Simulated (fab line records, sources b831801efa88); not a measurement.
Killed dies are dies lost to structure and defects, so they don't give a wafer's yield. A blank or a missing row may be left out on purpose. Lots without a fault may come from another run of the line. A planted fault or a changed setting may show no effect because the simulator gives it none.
Which tool did it? | flow gf180mcu | 7 lots, 21 wafers sampled, at 3 steps of a route of 602

WHAT THE GAUGES READ, wafer by wafer
GF_PASSIVATION_THK_MEAS_01.
lot  | measured     | on            | PASSIVATION_CVD_00_THK (nm)
L568 | day 28 07:32 | film_metro-01 | 965 975 998
L571 | day 29 11:11 | film_metro-01 | 984 1009 998
L573 | day 30 03:41 | film_metro-04 | 978 1017 992
L577 | day 31 06:25 | film_metro-02 | 975 992 990
L581 | day 32 05:23 | film_metro-01 | 1228 989 995
L584 | day 32 20:14 | film_metro-02 | 993 1025 1010
L587 | day 33 15:08 | film_metro-01 | 999 1011 998

WHICH TOOL RAN EACH LOT (tool, then ch and the chambers of the sampled wafers, then the start)
lot  | GF_MIM_SPUTTER_02            | GF_PASSIVATION_CVD_00
L568 | pvd_sputter-02, day 24 17:26 | pecvd-02 ch 1,2, day 28 07:27
L571 | pvd_sputter-02, day 25 21:22 | pecvd-02 ch 1,2, day 29 11:06
L573 | pvd_sputter-01, day 26 12:43 | pecvd-02 ch 1,2, day 30 03:36
L577 | pvd_sputter-01, day 27 23:48 | pecvd-02 ch 0,2, day 31 06:14
L581 | pvd_sputter-02, day 29 00:34 | pecvd-03 ch 0,1,2, day 32 05:18
L584 | pvd_sputter-02, day 29 17:59 | pecvd-02 ch 0,2, day 32 20:08
L587 | pvd_sputter-03, day 30 15:41 | pecvd-02 ch 1,2, day 33 15:04
- GF_MIM_SPUTTER_02: material AlCu, target thk 450 nm, time 23.9 s.
- GF_PASSIVATION_CVD_00: deposits SiO2 from TEOS, target thk 1000 nm, time 111.95 s.

THE ANSWER, worked out from the rows above alone
Rule: what is usual is taken from the lots themselves. Put in order of their means at a reading, lots are off if they are a third of the lots or fewer, leave a main group of 4 or more, and stand apart from it by a gap of 3 or more times the standard deviation of the main group's means; of several such gaps the widest counts. A main group whose means are all the same, to the digits that the tables above print for the reading, isn't used. A lot without any number at a reading at which 4 lots or more have one is off too. The other lots that the step has rows for count as sound.
Off: L581, at GF_PASSIVATION_THK_MEAS_01 (PASSIVATION_CVD_00_THK). The main group: mean 995 nm, standard deviation 10.
A tool fits if, at a process step before that reading, it ran every lot that is off, and no sound lot after the first of them. The gauges at GF_PASSIVATION_THK_MEAS_01 are tried like those tools. One fits: pecvd-03 at GF_PASSIVATION_CVD_00. It ran no sound lot before its first lot that is off in this sample, so the start can't be narrowed down.

WHAT THE SIMULATOR HAD PUT IN
Process parameter drift: pecvd-03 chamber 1, from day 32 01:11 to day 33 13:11, at GF_PASSIVATION_CVD_00. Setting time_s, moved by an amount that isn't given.
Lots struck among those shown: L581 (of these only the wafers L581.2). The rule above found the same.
